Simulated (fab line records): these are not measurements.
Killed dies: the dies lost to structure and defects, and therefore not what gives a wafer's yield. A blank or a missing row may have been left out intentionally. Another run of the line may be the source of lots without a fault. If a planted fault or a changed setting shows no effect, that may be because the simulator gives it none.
One fault through the eyes of 2 desks :: flow sky130 :: each desk has only its own numbers; what lay behind them comes last

## AT THE TOOL OWNER'S DESK: plasmaAsher-01
The tool's own readings at SKY_RES_XHIGH_STRIP_08 (strips in O2/N2): means of the sampled wafers that have a number, for each lot that ran on this tool. Any lot whose mean is over 4 standard deviations away from the usual mean is out of limits and marked OUT; that distance is given in the brackets.
Columns: A = drypumpMotorCurrentA at SKY_RES_XHIGH_STRIP_08, usual 5.8 A; B = oesProductAu at SKY_RES_XHIGH_STRIP_08, usual 0.711 a.u.; C = stripTimeToEndpointS at SKY_RES_XHIGH_STRIP_08, usual 14.25 s
lot: L954
first seen here: day 27 05:59
A: 5.3
B: 0.705
C: 14.29

lot: L956
first seen here: day 28 02:19
A: 5.0
B: 0.708
C: 14.23

lot: L957
first seen here: day 28 07:53
A: 5.6
B: 0.704
C: 14.19

lot: L959
first seen here: day 29 05:16
A: 5.6
B: 0.711
C: 14.28

lot: L967
first seen here: day 31 20:19
A: 5.3
B: 0.946 (+50) OUT
C: -

lot: L975
first seen here: day 34 10:10
A: 5.6
B: 0.715
C: 14.25
This desk's verdict: out of limits on L967, starting with L967 at day 31 20:19 (oesProductAu at SKY_RES_XHIGH_STRIP_08). Within limits: L954, L956, L957, L959, L975.

## METROLOGY DESK
What the gauges read, lot by lot, whatever tool the lot ran on: means of the sampled wafers that have a number. Any lot whose mean is over 4 standard deviations away from the usual mean is out of limits and marked OUT; that distance is given in the brackets.
Columns: A = SD_N_TW at SKY_SD_N_TW_MEAS_12, usual 4013; B = RES_XHIGH_RS at SKY_SD_N_RS_MEAS_18, usual 334.0 ohm/sq; C = LI_CONTACT_HDPCVD_THK at SKY_LI_CONTACT_THK_MEAS_01, usual 932 nm
lot: L952
first seen here: day 27 23:25
A: 3988
B: 332.2
C: 933

lot: L954
first seen here: day 28 11:19
A: 3968
B: 332.6
C: 923

lot: L955
first seen here: day 28 20:44
A: 3995
B: 334.5
C: 943

lot: L956
first seen here: day 29 07:29
A: 4010
B: 331.6
C: 927

lot: L957
first seen here: day 29 12:00
A: 4010
B: 334.7
C: 927

lot: L959
first seen here: day 30 10:01
A: 4046
B: 334.5
C: 926

lot: L961
first seen here: day 31 02:52
A: 4002
B: 337.0
C: 936

lot: L962
first seen here: day 31 10:30
A: 4061
B: 334.5
C: 929

lot: L963
first seen here: day 31 19:23
A: 4006
B: 333.2
C: 931

lot: L964
first seen here: day 31 23:42
A: 3991
B: 333.6
C: 933

lot: L967
first seen here: day 33 00:17
A: 184 (-99 or more) OUT
B: 333.7
C: 944

lot: L971
first seen here: day 34 09:21
A: 4059
B: 334.6
C: 947

lot: L975
first seen here: day 35 13:18
A: 4009
B: 334.2
C: 941
Finding of this desk: L967 out of limits, first seen on L967 at day 33 00:17 (SD_N_TW at SKY_SD_N_TW_MEAS_12). Within limits: L952, L954, L955, L956, L957, L959, L961, L962, L963, L964, L971, L975.

## TAKEN TOGETHER
An alarm could have come from the tool owner's desk at day 31 20:19, on L967.
On L967, the metrology desk was in a position to raise an alarm at day 33 00:17.
On plasmaAsher-01, each named lot ran SKY_RES_XHIGH_STRIP_08.

## WHAT THE SIMULATOR HAD INSERTED
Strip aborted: plasmaAsher-01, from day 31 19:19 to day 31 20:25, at SKY_RES_XHIGH_STRIP_08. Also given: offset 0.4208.
Struck lots among those shown: L967.
Fault start to first reading out of limits, in hours, per desk: tool owner, 1; metrology, 29.
